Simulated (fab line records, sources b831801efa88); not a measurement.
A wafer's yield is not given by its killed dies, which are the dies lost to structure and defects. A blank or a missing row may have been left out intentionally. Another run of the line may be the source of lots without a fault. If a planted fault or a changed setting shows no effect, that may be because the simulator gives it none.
A struck lot beside a sound one :: flow sky130 :: 21 out of 708 route steps
Sound: wafers L584.2, L584.4, L584.5. Struck: wafer L587.6. (L587.1, L587.3 of the same lot were not struck and are left out.) The cause comes at the end.
For every step that has rows: the tool of each side, followed by ch and its chambers, followed by its first start. Under that, the readings that differ: sound wafers :: struck wafers :: difference of the means :: sigmas: that difference in standard deviations of wafers without a fault.
alike: words and numbers the same on both sides, and readings whose means are apart by under 2 such deviations; not compared: readings that were withheld, readings missing a value for some wafer, numbers with overlapping values and no deviation given by the record, and bounds like >300 which may hide the same value.
A row with sigmas, a row that says differs or no value, or rows on one side alone: a step with any of these is where the two part. Numbers that have no deviation but don't overlap get no sigmas and don't part them. A reading that every wafer of one side lacks parts them only if that side has two wafers or more.

SKY_LI_CONTACT_CVD_21: deposits W, target thk 400 nm, time 120.56 s.
  sound on cvd-w-02 ch 0,1, day 32 11:02; struck on cvd-w-02 ch 1, day 34 02:05
  alike: heater-power-outer-w, heater-power-w
SKY_LI_CONTACT_RS_MEAS_22: the measuring method here is four-point-probe.
  sound on film-metro-01, day 32 11:11; struck on film-metro-02, day 34 02:13
  alike: LI_CONTACT_W_RS
SKY_LI_CONTACT_THK_MEAS_23: measures by xrf.
  sound on film-metro-01, day 32 11:17; struck on film-metro-02, day 34 02:20
  alike: LI_CONTACT_W_THK
SKY_LI_CONTACT_CMP_24: polishes, stops on PSG, t overpolish 20 s, target thk 0 nm.
  sound on cmp-01 ch 1,3, day 32 11:20; struck on cmp-01 ch 3, day 34 02:29
  alike: head-pressure-psi, motor-current-A, overpolish-run-s, time-to-endpoint-s
SKY_LOCAL_INTERCONNECT_SPUTTER_00: material TiN, target thk 100 nm, time 83.3 s.
  sound on pvd-sputter-03, day 32 11:38; struck on pvd-sputter-02, day 34 02:41
reading: throttle-valve-pct (%)
sound: 28.7 27.8 28.7
struck: 30.6
difference: +2.2
sigmas: +2
  alike: substrate-temp-c
SKY_LOCAL_INTERCONNECT_RS_MEAS_01: the measuring method here is four-point-probe.
  sound on film-metro-03, day 32 11:44; struck on film-metro-02, day 34 02:46
  alike: LOCAL_INTERCONNECT_TIN_RS
SKY_LOCAL_INTERCONNECT_THK_MEAS_02: measures by xrf.
  sound on film-metro-03, day 32 11:50; struck on film-metro-02, day 34 02:53
  alike: LOCAL_INTERCONNECT_TIN_THK
then, 5 steps without rows for these wafers: SKY_LOCAL_INTERCONNECT_DEHYDRATE_03 (time 60 s); SKY_LOCAL_INTERCONNECT_HMDS_04 (prime time 60 s); SKY_LOCAL_INTERCONNECT_COAT_05 (resist thk 60 nm); SKY_LOCAL_INTERCONNECT_COAT_06 (resist thk 450 nm); SKY_LOCAL_INTERCONNECT_SOFTBAKE_07 (time 90 s).
SKY_LOCAL_INTERCONNECT_EXPOSE_08: exposes mask LI1M, target cd 170 nm.
  sound on krf-scanner-02 ch 0, day 33 02:14; struck on krf-scanner-02 ch 0, day 34 16:10
  alike: mask
then, 2 steps without rows for these wafers: SKY_LOCAL_INTERCONNECT_PEB_09; SKY_LOCAL_INTERCONNECT_DEVELOP_10 (develop time 60 s).
SKY_LOCAL_INTERCONNECT_CD_MEAS_11 targets a cd of 170 nm.
  sound on cd-sem-01, day 33 15:40; struck on cd-sem-02, day 35 05:36
reading: cd-nm (nm)
sound: 170.6 168.8 168.6
struck: 116.2
difference: -53.1
sigmas: -35
SKY_LOCAL_INTERCONNECT_OVL_MEAS_12:
  sound on overlay-02, day 33 15:47; struck on overlay-02, day 35 05:43
  alike: LOCAL_INTERCONNECT_OVL
SKY_LOCAL_INTERCONNECT_ETCH_13: etches BARC in N2/H2, stops on SiO2, time 45.9 s, target depth 60 nm.
  sound on rie-metal-01 ch 1, day 33 15:49; struck on rie-metal-01 ch 1, day 35 05:46
reading: model.LOCAL_INTERCONNECT.cd-nm (nm)
sound: 169.1 167.6 167.3
struck: 115.4
difference: -52.6
sigmas: 
  alike: drypump-motor-current-A, oes-product-au, throttle-valve-pct
  not compared: rf-hours-counter-h
SKY_LOCAL_INTERCONNECT_METAL_ETCH_14: etches TiN in Cl2/BCl3, stops on PSG, target depth 110 nm, time 31.4 s.
  sound on rie-metal-01 ch 1, day 33 15:52; struck on rie-metal-01 ch 1, day 35 05:49
reading: model.LOCAL_INTERCONNECT.cd-nm (nm)
sound: 170.6 168.9 168.7
struck: 117.4
difference: -52.0
sigmas: 
  alike: drypump-motor-current-A, oes-product-au, throttle-valve-pct
  not compared: rf-hours-counter-h
SKY_LOCAL_INTERCONNECT_STRIP_15: strips in O2/N2.
  sound on plasma-asher-01 ch 0,1, day 33 15:55; struck on plasma-asher-01 ch 1, day 35 05:52
  alike: drypump-motor-current-A, o2-flow-sccm, oes-product-au, strip-time-to-endpoint-s
  not compared: rf-hours-counter-h
-- record jumps: 14 days separate the struck wafers' starts on either side; left off in module LOCAL_INTERCONNECT, taken up again in module PAD_OPEN, whose first shown step is the route's number 708 --
SKY_PAD_OPEN_PROBE_99:
  sound on prober-01, day 48 08:35; struck on prober-01, day 49 11:43
reading: killed-at-contacts
sound: 19 27 23
struck: 421
difference: +398
sigmas: +78

reading: killed-at-other
sound: 0 0 0
struck: 2
difference: +2
sigmas: +4

reading: killed-dies
sound: 76 77 94
struck: 492
difference: +410
sigmas: +43

reading: killed-on-rim
sound: 13 10 21
struck: 96
difference: +81
sigmas: +21
  alike: killed_at_M0_to_M3, killed_at_M4_up, killed-at-front-end, killed-open, killed-short

## WHERE THEY PART
At SKY_LOCAL_INTERCONNECT_SPUTTER_00 first; at SKY_PAD_OPEN_PROBE_99 last (within this record only).

WHY: what the simulator had put in
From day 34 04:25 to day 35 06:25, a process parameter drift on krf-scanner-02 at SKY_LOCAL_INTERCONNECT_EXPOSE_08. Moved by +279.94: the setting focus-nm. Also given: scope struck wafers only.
